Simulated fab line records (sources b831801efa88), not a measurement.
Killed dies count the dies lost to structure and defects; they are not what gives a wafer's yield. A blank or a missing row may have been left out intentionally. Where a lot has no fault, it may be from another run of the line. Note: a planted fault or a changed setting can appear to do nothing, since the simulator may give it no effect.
fab line records :: flow sky130 :: part 2 of 2: steps 22 to 30 of 30
record
  lots=5
  wafers=15
  last-day=50
route steps=708 shown LDD_LDN@298 SPACER@304 POLY_CUT@307 SD_P@320
lots with no fault: from the same line, run without faults
start-h: hours from the record's opening day to when the first of the lot's shown wafers began :: wait-h: hours since the lot's step before :: " the same as in the row above :: L1.1+2: a single row standing in for several wafers :: - either no value or no given start :: * or withheld: withheld :: < > ~ a bound
route shown NAME@n: a module of which the file shows steps, and the number in the route of the first :: usual: mean and standard deviation over wafers with no fault :: same: alike in all rows :: chamber/n: place in a boat :: sites: per-site readings :: _std_site: their standard deviation :: _edge_site: outer sites' mean less inner sites' :: radius-mm: how far each site lies from the wafer's centre :: mask NAME#n: copy n :: behind: the tool/chamber that last shaped the wafer :: hold: why the lot went on hold/how many hours it stayed there/how the hold came to an end :: device: which transistor (n, p or np) failed to switch :: end of line: tests run on the same wafers once the route is complete :: a step with no rows: only its recipe :: killed: the dies lost at the first sort to structure and to defects; this is not the yield of the wafer :: map: a wafer's dies, marking killed ones x, the rest . and places with no die _
set.NAME: setting as actually run; set.NAME@STEP: the setting as run at that earlier step :: model.NAME: the simulator's own value behind a step, which no gauge read
lots seen at some steps along the route; tables by step, rows by wafer
services: when a tool's chamber went out of use (start-h, in hours from the record's first day, below 0 if earlier), for how many hours, and the reason
## steps
# step SKY_POLY_CUT_STRIP_12
# recipe
  chemistry=O2/N2
  power-w=1400
  pressure-mtorr=1500
  platen-temp-c=withheld
  o2-flow-sccm=3000
  n2-flow-sccm=300
  overash-fraction=0.5
# usual
  drypump-motor-current-A=5.9/0.36
  oes-product-au=0.452/0.0043
  strip-time-to-endpoint-s=5.353/0.016
lot.wafer: L075.3
tool: plasma-asher-04
chamber: 0
start-h: 567.08
wait-h: 0.1
drypump-motor-current-A: 6.0
oes-product-au: 0.448
rf-hours-counter-h: -
strip-time-to-endpoint-s: 5.315

lot.wafer: L075.4
tool: plasma-asher-04
chamber: 1
start-h: 567.08
wait-h: 0.1
drypump-motor-current-A: 6.1
oes-product-au: 0.453
rf-hours-counter-h: -
strip-time-to-endpoint-s: 5.335

lot.wafer: L075.6
tool: plasma-asher-04
chamber: 0
start-h: 567.08
wait-h: 0.1
drypump-motor-current-A: 6.0
oes-product-au: 0.454
rf-hours-counter-h: -
strip-time-to-endpoint-s: 5.336

lot.wafer: L076.1
tool: plasma-asher-04
chamber: 0
start-h: 579.62
wait-h: 0.0
drypump-motor-current-A: 6.0
oes-product-au: 0.460
rf-hours-counter-h: 9
strip-time-to-endpoint-s: 5.376

lot.wafer: L076.2
tool: plasma-asher-04
chamber: 1
start-h: 579.62
wait-h: 0.0
drypump-motor-current-A: 6.2
oes-product-au: 0.463
rf-hours-counter-h: 9
strip-time-to-endpoint-s: 5.391

lot.wafer: L076.5
tool: plasma-asher-04
chamber: 0
start-h: 579.62
wait-h: 0.0
drypump-motor-current-A: 6.0
oes-product-au: 0.456
rf-hours-counter-h: -
strip-time-to-endpoint-s: 5.386

lot.wafer: L090.2
tool: plasma-asher-04
chamber: 1
start-h: 698.70
wait-h: 0.0
drypump-motor-current-A: 6.2
oes-product-au: 0.451
rf-hours-counter-h: 18
strip-time-to-endpoint-s: 5.330

lot.wafer: L090.5
tool: plasma-asher-04
chamber: 0
start-h: 698.70
wait-h: 0.0
drypump-motor-current-A: 6.0
oes-product-au: 0.453
rf-hours-counter-h: -
strip-time-to-endpoint-s: 5.359

lot.wafer: L090.6
tool: plasma-asher-04
chamber: 1
start-h: 698.70
wait-h: 0.0
drypump-motor-current-A: 6.2
oes-product-au: 0.460
rf-hours-counter-h: -
strip-time-to-endpoint-s: 5.348

lot.wafer: L091.2
tool: plasma-asher-03
chamber: 0
start-h: 707.75
wait-h: 0.0
drypump-motor-current-A: 5.4
oes-product-au: 0.454
rf-hours-counter-h: 106
strip-time-to-endpoint-s: 5.378

lot.wafer: L091.3
tool: plasma-asher-03
chamber: 1
start-h: 707.75
wait-h: 0.0
drypump-motor-current-A: 6.2
oes-product-au: 0.441
rf-hours-counter-h: -
strip-time-to-endpoint-s: 5.344

lot.wafer: L091.4
tool: plasma-asher-03
chamber: 0
start-h: 707.75
wait-h: 0.0
drypump-motor-current-A: 5.4
oes-product-au: 0.452
rf-hours-counter-h: -
strip-time-to-endpoint-s: 5.364

lot.wafer: L095.1
tool: plasma-asher-04
chamber: 0
start-h: 732.00
wait-h: 0.0
drypump-motor-current-A: 6.0
oes-product-au: 0.449
rf-hours-counter-h: 21
strip-time-to-endpoint-s: 5.344

lot.wafer: L095.2
tool: plasma-asher-04
chamber: 1
start-h: 732.00
wait-h: 0.0
drypump-motor-current-A: 6.2
oes-product-au: 0.453
rf-hours-counter-h: 21
strip-time-to-endpoint-s: 5.360

lot.wafer: L095.6
tool: plasma-asher-04
chamber: 1
start-h: 732.00
wait-h: 0.0
drypump-motor-current-A: 6.2
oes-product-au: 0.448
rf-hours-counter-h: -
strip-time-to-endpoint-s: 5.327
# step SKY_SD_P_DEHYDRATE_00
# recipe
  temp-c=200
  time-s=60
# usual
  chill-plate-temp-C=23.01/0.1
  exhaust-pa=45.1/0.94
  heater-power-total-W=160.39/0.13
lot.wafer: L075.3
tool: litho-track-03
chamber: 0
start-h: 581.57
wait-h: 14.5
chill-plate-temp-C: 22.98
exhaust-pa: 43.9
heater-power-total-W: 160.47

lot.wafer: L075.4
tool: litho-track-03
chamber: 0
start-h: 581.57
wait-h: 14.5
chill-plate-temp-C: 23.17
exhaust-pa: 43.6
heater-power-total-W: 160.38

lot.wafer: L075.6
tool: litho-track-03
chamber: 0
start-h: 581.57
wait-h: 14.5
chill-plate-temp-C: 23.12
exhaust-pa: 43.7
heater-power-total-W: 160.49

lot.wafer: L076.1
tool: litho-track-04
chamber: 0
start-h: 593.36
wait-h: 13.7
chill-plate-temp-C: 22.86
exhaust-pa: 45.3
heater-power-total-W: 160.49

lot.wafer: L076.2
tool: litho-track-04
chamber: 0
start-h: 593.36
wait-h: 13.7
chill-plate-temp-C: 23.02
exhaust-pa: 46.5
heater-power-total-W: 160.23

lot.wafer: L076.5
tool: litho-track-04
chamber: 0
start-h: 593.36
wait-h: 13.7
chill-plate-temp-C: 23.03
exhaust-pa: 47.0
heater-power-total-W: 160.23

lot.wafer: L090.2
tool: litho-track-03
chamber: 0
start-h: 711.44
wait-h: 12.7
chill-plate-temp-C: 22.96
exhaust-pa: 47.1
heater-power-total-W: 160.39

lot.wafer: L090.5
tool: litho-track-03
chamber: 0
start-h: 711.44
wait-h: 12.7
chill-plate-temp-C: 22.97
exhaust-pa: 46.7
heater-power-total-W: 160.35

lot.wafer: L090.6
tool: litho-track-03
chamber: 0
start-h: 711.44
wait-h: 12.7
chill-plate-temp-C: 23.00
exhaust-pa: 46.4
heater-power-total-W: 160.41

lot.wafer: L091.2
tool: litho-track-02
chamber: 0
start-h: 721.71
wait-h: 13.9
chill-plate-temp-C: 23.07
exhaust-pa: 44.1
heater-power-total-W: 160.48

lot.wafer: L091.3
tool: litho-track-02
chamber: 0
start-h: 721.71
wait-h: 13.9
chill-plate-temp-C: 22.88
exhaust-pa: 44.2
heater-power-total-W: 160.32

lot.wafer: L091.4
tool: litho-track-02
chamber: 0
start-h: 721.71
wait-h: 13.9
chill-plate-temp-C: 22.88
exhaust-pa: 45.6
heater-power-total-W: 160.24

lot.wafer: L095.1
tool: litho-track-04
chamber: 0
start-h: 745.01
wait-h: 13.0
chill-plate-temp-C: 22.97
exhaust-pa: 43.7
heater-power-total-W: 160.25

lot.wafer: L095.2
tool: litho-track-04
chamber: 0
start-h: 745.01
wait-h: 13.0
chill-plate-temp-C: 23.12
exhaust-pa: 45.4
heater-power-total-W: 160.52

lot.wafer: L095.6
tool: litho-track-04
chamber: 0
start-h: 745.01
wait-h: 13.0
chill-plate-temp-C: 23.08
exhaust-pa: 44.3
heater-power-total-W: 160.36
# step SKY_SD_P_HMDS_01
# recipe
  prime-time-s=60
  prime-temp-c=120
# usual
  chill-plate-temp-C=23.02/0.099
  exhaust-pa=45.0/0.98
lot.wafer: L075.3
tool: litho-track-03
chamber: 0
start-h: 581.72
wait-h: 0.1
chill-plate-temp-C: 23.06
exhaust-pa: 44.8

lot.wafer: L075.4
tool: litho-track-03
chamber: 0
start-h: 581.72
wait-h: 0.1
chill-plate-temp-C: 23.05
exhaust-pa: 46.2

lot.wafer: L075.6
tool: litho-track-03
chamber: 0
start-h: 581.72
wait-h: 0.1
chill-plate-temp-C: 23.03
exhaust-pa: 44.6

lot.wafer: L076.1
tool: litho-track-04
chamber: 0
start-h: 593.51
wait-h: 0.1
chill-plate-temp-C: 22.75
exhaust-pa: 45.1

lot.wafer: L076.2
tool: litho-track-04
chamber: 0
start-h: 593.51
wait-h: 0.1
chill-plate-temp-C: 22.86
exhaust-pa: 45.8

lot.wafer: L076.5
tool: litho-track-04
chamber: 0
start-h: 593.51
wait-h: 0.1
chill-plate-temp-C: 23.00
exhaust-pa: 46.4

lot.wafer: L090.2
tool: litho-track-03
chamber: 0
start-h: 711.59
wait-h: 0.1
chill-plate-temp-C: 23.01
exhaust-pa: 45.3

lot.wafer: L090.5
tool: litho-track-03
chamber: 0
start-h: 711.59
wait-h: 0.1
chill-plate-temp-C: 22.95
exhaust-pa: 44.5

lot.wafer: L090.6
tool: litho-track-03
chamber: 0
start-h: 711.59
wait-h: 0.1
chill-plate-temp-C: 22.99
exhaust-pa: 43.8

lot.wafer: L091.2
tool: litho-track-02
chamber: 0
start-h: 721.86
wait-h: 0.1
chill-plate-temp-C: 23.09
exhaust-pa: 44.7

lot.wafer: L091.3
tool: litho-track-02
chamber: 0
start-h: 721.86
wait-h: 0.1
chill-plate-temp-C: 22.98
exhaust-pa: 46.1

lot.wafer: L091.4
tool: litho-track-02
chamber: 0
start-h: 721.86
wait-h: 0.1
chill-plate-temp-C: 23.02
exhaust-pa: 45.3

lot.wafer: L095.1
tool: litho-track-04
chamber: 0
start-h: 745.16
wait-h: 0.1
chill-plate-temp-C: 22.85
exhaust-pa: 44.5

lot.wafer: L095.2
tool: litho-track-04
chamber: 0
start-h: 745.16
wait-h: 0.1
chill-plate-temp-C: 22.96
exhaust-pa: 45.2

lot.wafer: L095.6
tool: litho-track-04
chamber: 0
start-h: 745.16
wait-h: 0.1
chill-plate-temp-C: 23.07
exhaust-pa: 44.4
# step SKY_SD_P_COAT_02
# recipe
  resist=NOVOLAK
  spin-rpm=3000
  resist-thk-nm=1140
# usual
  chill-plate-temp-C=22.99/0.11
  exhaust-pa=45.1/0.88
lot.wafer: L075.3
tool: litho-track-03
chamber: 0
start-h: 581.87
wait-h: 0.1
chill-plate-temp-C: 23.03
exhaust-pa: 45.8

lot.wafer: L075.4
tool: litho-track-03
chamber: 0
start-h: 581.87
wait-h: 0.1
chill-plate-temp-C: 22.81
exhaust-pa: 45.5

lot.wafer: L075.6
tool: litho-track-03
chamber: 0
start-h: 581.87
wait-h: 0.1
chill-plate-temp-C: 23.12
exhaust-pa: 46.3

lot.wafer: L076.1
tool: litho-track-04
chamber: 0
start-h: 593.66
wait-h: 0.1
chill-plate-temp-C: 22.94
exhaust-pa: 45.3

lot.wafer: L076.2
tool: litho-track-04
chamber: 0
start-h: 593.66
wait-h: 0.1
chill-plate-temp-C: 22.99
exhaust-pa: 45.4

lot.wafer: L076.5
tool: litho-track-04
chamber: 0
start-h: 593.66
wait-h: 0.1
chill-plate-temp-C: 22.84
exhaust-pa: 44.8

lot.wafer: L090.2
tool: litho-track-03
chamber: 0
start-h: 711.74
wait-h: 0.1
chill-plate-temp-C: 22.90
exhaust-pa: 45.0

lot.wafer: L090.5
tool: litho-track-03
chamber: 0
start-h: 711.74
wait-h: 0.1
chill-plate-temp-C: 23.07
exhaust-pa: 46.3

lot.wafer: L090.6
tool: litho-track-03
chamber: 0
start-h: 711.74
wait-h: 0.1
chill-plate-temp-C: 22.96
exhaust-pa: 46.1

lot.wafer: L091.2
tool: litho-track-02
chamber: 0
start-h: 722.01
wait-h: 0.1
chill-plate-temp-C: 22.88
exhaust-pa: 45.4

lot.wafer: L091.3
tool: litho-track-02
chamber: 0
start-h: 722.01
wait-h: 0.1
chill-plate-temp-C: 22.93
exhaust-pa: 43.4

lot.wafer: L091.4
tool: litho-track-02
chamber: 0
start-h: 722.01
wait-h: 0.1
chill-plate-temp-C: 23.03
exhaust-pa: 45.1

lot.wafer: L095.1
tool: litho-track-04
chamber: 0
start-h: 745.31
wait-h: 0.1
chill-plate-temp-C: 22.88
exhaust-pa: 45.0

lot.wafer: L095.2
tool: litho-track-04
chamber: 0
start-h: 745.31
wait-h: 0.1
chill-plate-temp-C: 22.94
exhaust-pa: 45.6

lot.wafer: L095.6
tool: litho-track-04
chamber: 0
start-h: 745.31
wait-h: 0.1
chill-plate-temp-C: 22.92
exhaust-pa: 44.5
# step SKY_SD_P_SOFTBAKE_03
# recipe
  temp-c=90
  time-s=60
  resist=NOVOLAK
# usual
  chill-plate-temp-C=22.99/0.11
  exhaust-pa=45.0/0.77
  heater-power-total-W=56.60/0.044
lot.wafer: L075.3
tool: litho-track-03
chamber: 0
start-h: 582.02
wait-h: 0.1
chill-plate-temp-C: 22.85
exhaust-pa: 43.7
heater-power-total-W: 56.60

lot.wafer: L075.4
tool: litho-track-03
chamber: 0
start-h: 582.02
wait-h: 0.1
chill-plate-temp-C: 22.95
exhaust-pa: 43.6
heater-power-total-W: 56.61

lot.wafer: L075.6
tool: litho-track-03
chamber: 0
start-h: 582.02
wait-h: 0.1
chill-plate-temp-C: 23.03
exhaust-pa: 46.2
heater-power-total-W: 56.58

lot.wafer: L076.1
tool: litho-track-04
chamber: 0
start-h: 593.81
wait-h: 0.1
chill-plate-temp-C: 23.03
exhaust-pa: 45.4
heater-power-total-W: 56.66

lot.wafer: L076.2
tool: litho-track-04
chamber: 0
start-h: 593.81
wait-h: 0.1
chill-plate-temp-C: 22.97
exhaust-pa: 45.4
heater-power-total-W: 56.60

lot.wafer: L076.5
tool: litho-track-04
chamber: 0
start-h: 593.81
wait-h: 0.1
chill-plate-temp-C: 23.03
exhaust-pa: 44.2
heater-power-total-W: 56.60

lot.wafer: L090.2
tool: litho-track-03
chamber: 0
start-h: 711.89
wait-h: 0.1
chill-plate-temp-C: 22.93
exhaust-pa: 44.4
heater-power-total-W: 56.56

lot.wafer: L090.5
tool: litho-track-03
chamber: 0
start-h: 711.89
wait-h: 0.1
chill-plate-temp-C: 22.84
exhaust-pa: 45.3
heater-power-total-W: 56.60

lot.wafer: L090.6
tool: litho-track-03
chamber: 0
start-h: 711.89
wait-h: 0.1
chill-plate-temp-C: 22.98
exhaust-pa: 44.5
heater-power-total-W: 56.60

lot.wafer: L091.2
tool: litho-track-02
chamber: 0
start-h: 722.16
wait-h: 0.1
chill-plate-temp-C: 23.04
exhaust-pa: 44.2
heater-power-total-W: 56.50

lot.wafer: L091.3
tool: litho-track-02
chamber: 0
start-h: 722.16
wait-h: 0.1
chill-plate-temp-C: 23.09
exhaust-pa: 44.4
heater-power-total-W: 56.63

lot.wafer: L091.4
tool: litho-track-02
chamber: 0
start-h: 722.16
wait-h: 0.1
chill-plate-temp-C: 23.05
exhaust-pa: 44.4
heater-power-total-W: 56.59

lot.wafer: L095.1
tool: litho-track-04
chamber: 0
start-h: 745.46
wait-h: 0.1
chill-plate-temp-C: 22.92
exhaust-pa: 45.0
heater-power-total-W: 56.59

lot.wafer: L095.2
tool: litho-track-04
chamber: 0
start-h: 745.46
wait-h: 0.1
chill-plate-temp-C: 22.88
exhaust-pa: 45.1
heater-power-total-W: 56.54

lot.wafer: L095.6
tool: litho-track-04
chamber: 0
start-h: 745.46
wait-h: 0.1
chill-plate-temp-C: 22.91
exhaust-pa: 44.9
heater-power-total-W: 56.67
# step SKY_SD_P_EXPOSE_04
# recipe
  mask-id=PSDM
  na=0.6
  source-shape=conventional
  sigma-outer=0.6
  polarization=unpolarized
  target-cd-nm=380
  dose-mj=138
# same
  na=0.6
lot.wafer: L075.3+4+6
tool: iline-stepper-02
chamber: 0
start-h: -
wait-h: -
mask: PSDM#0

lot.wafer: L076.1+2+5
tool: iline-stepper-01
chamber: 0
start-h: -
wait-h: -
mask: PSDM#0

lot.wafer: L090.2+5+6
tool: iline-stepper-02
chamber: 0
start-h: -
wait-h: -
mask: PSDM#0

lot.wafer: L091.2+3+4
tool: iline-stepper-02
chamber: 0
start-h: -
wait-h: -
mask: PSDM#0

lot.wafer: L095.1+2+6
tool: iline-stepper-02
chamber: 0
start-h: -
wait-h: -
mask: PSDM#0
# step SKY_SD_P_PEB_05
# recipe
  temp-c=withheld
  time-s=*
  resist=NOVOLAK
# usual
  chill-plate-temp-C=*
  exhaust-pa=44.9/0.86
lot.wafer: L075.3
tool: litho-track-04
chamber: 0
start-h: -
wait-h: -
chill-plate-temp-C: *
exhaust-pa: 46.5

lot.wafer: L075.4
tool: litho-track-04
chamber: 0
start-h: -
wait-h: -
chill-plate-temp-C: *
exhaust-pa: 44.2

lot.wafer: L075.6
tool: litho-track-04
chamber: 0
start-h: -
wait-h: -
chill-plate-temp-C: *
exhaust-pa: 44.2

lot.wafer: L076.1
tool: litho-track-02
chamber: 0
start-h: -
wait-h: -
chill-plate-temp-C: *
exhaust-pa: 45.3

lot.wafer: L076.2
tool: litho-track-02
chamber: 0
start-h: -
wait-h: -
chill-plate-temp-C: *
exhaust-pa: 45.7

lot.wafer: L076.5
tool: litho-track-02
chamber: 0
start-h: -
wait-h: -
chill-plate-temp-C: *
exhaust-pa: 44.7

lot.wafer: L090.2
tool: litho-track-02
chamber: 0
start-h: -
wait-h: -
chill-plate-temp-C: *
exhaust-pa: 43.7

lot.wafer: L090.5
tool: litho-track-02
chamber: 0
start-h: -
wait-h: -
chill-plate-temp-C: *
exhaust-pa: 43.6

lot.wafer: L090.6
tool: litho-track-02
chamber: 0
start-h: -
wait-h: -
chill-plate-temp-C: *
exhaust-pa: 45.0

lot.wafer: L091.2
tool: litho-track-03
chamber: 0
start-h: -
wait-h: -
chill-plate-temp-C: *
exhaust-pa: 44.3

lot.wafer: L091.3
tool: litho-track-03
chamber: 0
start-h: -
wait-h: -
chill-plate-temp-C: *
exhaust-pa: 45.8

lot.wafer: L091.4
tool: litho-track-03
chamber: 0
start-h: -
wait-h: -
chill-plate-temp-C: *
exhaust-pa: 45.4

lot.wafer: L095.1
tool: litho-track-03
chamber: 0
start-h: -
wait-h: -
chill-plate-temp-C: *
exhaust-pa: 44.7

lot.wafer: L095.2
tool: litho-track-03
chamber: 0
start-h: -
wait-h: -
chill-plate-temp-C: *
exhaust-pa: 45.6

lot.wafer: L095.6
tool: litho-track-03
chamber: 0
start-h: -
wait-h: -
chill-plate-temp-C: *
exhaust-pa: 44.6
# step SKY_SD_P_DEVELOP_06
# recipe
  resist=NOVOLAK
  developer=TMAH
  develop-time-s=60
  dev-temp-c=23
# usual
  chill-plate-temp-C=22.99/0.13
  exhaust-pa=45.0/0.85
lot.wafer: L075.3
tool: litho-track-04
chamber: 0
start-h: 597.06
wait-h: 0.1
chill-plate-temp-C: 22.81
exhaust-pa: 46.0

lot.wafer: L075.4
tool: litho-track-04
chamber: 0
start-h: 597.06
wait-h: 0.1
chill-plate-temp-C: 22.70
exhaust-pa: 44.6

lot.wafer: L075.6
tool: litho-track-04
chamber: 0
start-h: 597.06
wait-h: 0.1
chill-plate-temp-C: 22.67
exhaust-pa: 46.1

lot.wafer: L076.1
tool: litho-track-02
chamber: 0
start-h: 607.38
wait-h: 0.1
chill-plate-temp-C: 22.88
exhaust-pa: 43.6

lot.wafer: L076.2
tool: litho-track-02
chamber: 0
start-h: 607.38
wait-h: 0.1
chill-plate-temp-C: 22.93
exhaust-pa: 44.3

lot.wafer: L076.5
tool: litho-track-02
chamber: 0
start-h: 607.38
wait-h: 0.1
chill-plate-temp-C: 22.88
exhaust-pa: 43.7

lot.wafer: L090.2
tool: litho-track-02
chamber: 0
start-h: 726.66
wait-h: 0.1
chill-plate-temp-C: 22.92
exhaust-pa: 45.3

lot.wafer: L090.5
tool: litho-track-02
chamber: 0
start-h: 726.66
wait-h: 0.1
chill-plate-temp-C: 22.92
exhaust-pa: 45.8

lot.wafer: L090.6
tool: litho-track-02
chamber: 0
start-h: 726.66
wait-h: 0.1
chill-plate-temp-C: 22.90
exhaust-pa: 45.2

lot.wafer: L091.2
tool: litho-track-03
chamber: 0
start-h: 735.49
wait-h: 0.1
chill-plate-temp-C: 23.07
exhaust-pa: 45.5

lot.wafer: L091.3
tool: litho-track-03
chamber: 0
start-h: 735.49
wait-h: 0.1
chill-plate-temp-C: 22.90
exhaust-pa: 45.8

lot.wafer: L091.4
tool: litho-track-03
chamber: 0
start-h: 735.49
wait-h: 0.1
chill-plate-temp-C: 23.14
exhaust-pa: 44.2

lot.wafer: L095.1
tool: litho-track-03
chamber: 0
start-h: 758.97
wait-h: 0.1
chill-plate-temp-C: 23.00
exhaust-pa: 45.9

lot.wafer: L095.2
tool: litho-track-03
chamber: 0
start-h: 758.97
wait-h: 0.1
chill-plate-temp-C: 23.03
exhaust-pa: 45.6

lot.wafer: L095.6
tool: litho-track-03
chamber: 0
start-h: 758.97
wait-h: 0.1
chill-plate-temp-C: 23.13
exhaust-pa: 45.3
# step SKY_SD_P_CD_MEAS_07
# recipe
  target-cd-nm=380
# usual
  cd-nm=380.4/2.5
lot.wafer: L075.3
tool: cd-sem-01
chamber: -
start-h: 597.24
wait-h: 0.2
cd-nm: 378.6

lot.wafer: L075.4
tool: cd-sem-01
chamber: -
start-h: 597.24
wait-h: 0.2
cd-nm: 377.0

lot.wafer: L075.6
tool: cd-sem-01
chamber: -
start-h: 597.24
wait-h: 0.2
cd-nm: 376.8

lot.wafer: L076.1
tool: cd-sem-01
chamber: -
start-h: 607.53
wait-h: 0.1
cd-nm: 376.9

lot.wafer: L076.2
tool: cd-sem-01
chamber: -
start-h: 607.53
wait-h: 0.1
cd-nm: 376.6

lot.wafer: L076.5
tool: cd-sem-01
chamber: -
start-h: 607.53
wait-h: 0.1
cd-nm: 374.5

lot.wafer: L090.2
tool: cd-sem-02
chamber: -
start-h: 726.80
wait-h: 0.1
cd-nm: 383.1

lot.wafer: L090.5
tool: cd-sem-02
chamber: -
start-h: 726.80
wait-h: 0.1
cd-nm: 382.8

lot.wafer: L090.6
tool: cd-sem-02
chamber: -
start-h: 726.80
wait-h: 0.1
cd-nm: 381.5

lot.wafer: L091.2
tool: cd-sem-01
chamber: -
start-h: 735.64
wait-h: 0.1
cd-nm: 384.1

lot.wafer: L091.3
tool: cd-sem-01
chamber: -
start-h: 735.64
wait-h: 0.1
cd-nm: 380.9

lot.wafer: L091.4
tool: cd-sem-01
chamber: -
start-h: 735.64
wait-h: 0.1
cd-nm: 383.8

lot.wafer: L095.1
tool: cd-sem-02
chamber: -
start-h: 759.12
wait-h: 0.1
cd-nm: 381.2

lot.wafer: L095.2
tool: cd-sem-02
chamber: -
start-h: 759.12
wait-h: 0.1
cd-nm: 380.7

lot.wafer: L095.6
tool: cd-sem-02
chamber: -
start-h: 759.12
wait-h: 0.1
cd-nm: 379.8
## services
tool: implanter-03
chamber: -
start-h: 532.96
hours: 0.7
kind: repair

tool: rie-diel-04
chamber: 3
start-h: 542.20
hours: 3.2
kind: repair

tool: implanter-03
chamber: -
start-h: 542.31
hours: 2.6
kind: repair

tool: rie-diel-04
chamber: 1
start-h: 544.11
hours: 29.0
kind: repair

tool: krf-scanner-01
chamber: -
start-h: 544.47
hours: 0.8
kind: pm

tool: iline-stepper-02
chamber: -
start-h: 576.17
hours: 1.7
kind: pm

tool: plasma-asher-04
chamber: -
start-h: 582.50
hours: 28.1
kind: pm

tool: rie-diel-01
chamber: 3
start-h: 589.79
hours: 15.5
kind: repair

tool: rie-diel-01
chamber: 1
start-h: 606.37
hours: 4.0
kind: repair

tool: rie-diel-04
chamber: 1
start-h: 613.47
hours: 2.8
kind: repair

tool: krf-scanner-01
chamber: -
start-h: 623.81
hours: 1.3
kind: repair

tool: implanter-03
chamber: -
start-h: 627.17
hours: 1.2
kind: repair

tool: implanter-03
chamber: -
start-h: 635.74
hours: 8.0
kind: repair

tool: implanter-02
chamber: -
start-h: 636.51
hours: 4.8
kind: pm

tool: krf-scanner-01
chamber: -
start-h: 636.53
hours: 1.0
kind: pm

tool: lpcvd-02
chamber: -
start-h: 637.80
hours: 2.0
kind: repair

tool: rie-diel-01
chamber: 3
start-h: 643.17
hours: 10.5
kind: repair

tool: krf-scanner-01
chamber: -
start-h: 652.67
hours: 1.3
kind: pm

tool: iline-stepper-02
chamber: -
start-h: 674.82
hours: 10.5
kind: repair

tool: rie-diel-01
chamber: 0
start-h: 699.52
hours: 3.4
kind: repair

tool: rie-diel-01
chamber: 0
start-h: 707.70
hours: 3.1
kind: repair

tool: krf-scanner-01
chamber: -
start-h: 713.27
hours: 0.8
kind: pm

tool: implanter-03
chamber: -
start-h: 722.31
hours: 1.9
kind: repair

tool: plasma-asher-03
chamber: -
start-h: 733.75
hours: 9.0
kind: pm
